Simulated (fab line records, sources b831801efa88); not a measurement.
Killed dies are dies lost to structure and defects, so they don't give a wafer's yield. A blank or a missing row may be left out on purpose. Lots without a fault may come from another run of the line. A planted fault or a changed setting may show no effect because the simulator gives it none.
Which tool did it? | flow sfq_line | 15 lots, 45 wafers sampled, at 3 steps of a route of 325

WHAT THE GAUGES READ, wafer by wafer
SFQ_M6_OVL_MEAS_940.
lot  | measured     | on         | M6_OVL (nm)
L815 | day 72 04:44 | overlay-02 | 4 -1 -8
L816 | day 72 08:20 | overlay-01 | 4 4 4
L817 | day 72 09:32 | overlay-01 | -1 -1 -6
L820 | day 72 18:23 | overlay-02 | -3 -7 -4
L821 | day 72 23:46 | overlay-01 | 3 -3 -4
L822 | day 73 04:35 | overlay-02 | -9 3 -10
L823 | day 73 15:23 | overlay-01 | 4 3 -3
L825 | day 80 02:58 | overlay-02 | -4 4 -2
L827 | day 80 16:31 | overlay-02 | -5 -3 -9
L828 | day 80 21:19 | overlay-02 | -4 -1 -7
L831 | day 81 12:22 | overlay-02 | -4 -3 4
L834 | day 81 17:11 | overlay-02 | -13 -5 -6
L835 | day 81 18:22 | overlay-01 | -8 -1 -7
L836 | day 81 20:46 | overlay-01 | -1 5 0
L838 | day 82 05:10 | overlay-02 | 1 -5 -11

SFQ_I7_OVL_MEAS_947.
lot  | measured     | on         | I7_OVL (nm)
L815 | day 78 16:09 | overlay-02 | -3 -12 0
L816 | day 78 18:34 | overlay-02 | 1 7 -2
L817 | day 78 20:57 | overlay-02 | 4 1 6
L820 | day 79 04:09 | overlay-02 | -8 -8 -9
L821 | day 79 08:57 | overlay-02 | -4 -5 -1
L822 | day 82 12:23 | overlay-02 | -5 1 -5
L823 | day 83 14:54 | overlay-02 | 3 6 3
L825 | day 85 02:28 | overlay-02 | 2 -2 -3
L827 | day 85 15:46 | overlay-01 | 3 4 6
L828 | day 86 00:23 | overlay-02 | 2 -2 -2
L831 | day 90 03:08 | overlay-01 | 4 -2 6
L834 | day 90 09:09 | overlay-02 | - - -
L835 | day 90 11:32 | overlay-02 | - - -
L836 | day 90 13:56 | overlay-02 | - - -
L838 | day 91 13:56 | overlay-02 | -4 3 -2

WHICH TOOL RAN EACH LOT (tool, then ch and the chambers of the sampled wafers, then the start)
lot  | SFQ_TRILAYER_M7_LITHO_DEVELOP_179
L815 | litho_track-01 ch 0, day 77 09:50
L816 | litho_track-04 ch 0, day 77 13:28
L817 | litho_track-04 ch 0, day 77 17:02
L820 | litho_track-01 ch 0, day 78 01:30
L821 | litho_track-04 ch 0, day 78 07:25
L822 | litho_track-02 ch 0, day 78 11:02
L823 | litho_track-01 ch 0, day 79 00:14
L825 | litho_track-02 ch 0, day 80 14:01
L827 | litho_track-02 ch 0, day 83 15:47
L828 | litho_track-04 ch 0, day 85 13:02
L831 | litho_track-02 ch 0, day 86 02:38
L834 | litho_track-01, day 86 06:28
L835 | litho_track-04, day 86 07:38
L836 | litho_track-01, day 86 09:44
L838 | litho_track-02 ch 0, day 87 19:56
- SFQ_TRILAYER_M7_LITHO_DEVELOP_179: time 60 s.

WHAT THE TOOLS THEMSELVES READ (means of the sampled wafers that have a number; where no wafer has one, the mark that the record gives instead)
SFQ_TRILAYER_M7_LITHO_DEVELOP_179.
lot  | tool           | chill_plate_temp_C (C) | exhaust_pa (Pa)
L815 | litho_track-01 | 22.91                  | 44.1
L816 | litho_track-04 | 23.10                  | 45.5
L817 | litho_track-04 | 23.00                  | 43.7
L820 | litho_track-01 | 22.94                  | 44.9
L821 | litho_track-04 | 23.06                  | 44.7
L822 | litho_track-02 | 23.08                  | 44.5
L823 | litho_track-01 | 23.03                  | 45.0
L825 | litho_track-02 | 23.01                  | 44.7
L827 | litho_track-02 | 23.08                  | 45.0
L828 | litho_track-04 | 23.02                  | 46.3
L831 | litho_track-02 | 23.06                  | 45.6
L834 | litho_track-01 | -                      | -
L835 | litho_track-04 | -                      | -
L836 | litho_track-01 | -                      | -
L838 | litho_track-02 | 23.08                  | 44.6

THE ANSWER, worked out from the rows above alone
Rule: what is usual is taken from the lots themselves. Put in order of their means at a reading, lots are off if they are a third of the lots or fewer, leave a main group of 4 or more, and stand apart from it by a gap of 3 or more times the standard deviation of the main group's means; of several such gaps the widest counts. A main group whose means are all the same, to the digits that the tables above print for the reading, isn't used. A lot without any number at a reading at which 4 lots or more have one is off too. The other lots that the step has rows for count as sound. The gauges are gone through in route order, then the tools' own readings, and for those a lot's mean is taken as printed above. The first step at which some lot is off is used, and at that step the reading that is off furthest; a lot without a number counts as furthest.
Off: L834, L835, L836, at SFQ_I7_OVL_MEAS_947 (I7_OVL). Without a number there: L834, L835, L836. The main group: mean -0 nm, standard deviation 3.8.
A tool fits if, at a process step before that reading, it ran every lot that is off, and no sound lot after the first of them. The gauges at SFQ_I7_OVL_MEAS_947 aren't tried: what is off there is off at SFQ_TRILAYER_M7_LITHO_DEVELOP_179 too, on other tools, and a gauge's error can't cause that. None of those tried fits.

WHAT THE SIMULATOR HAD PUT IN
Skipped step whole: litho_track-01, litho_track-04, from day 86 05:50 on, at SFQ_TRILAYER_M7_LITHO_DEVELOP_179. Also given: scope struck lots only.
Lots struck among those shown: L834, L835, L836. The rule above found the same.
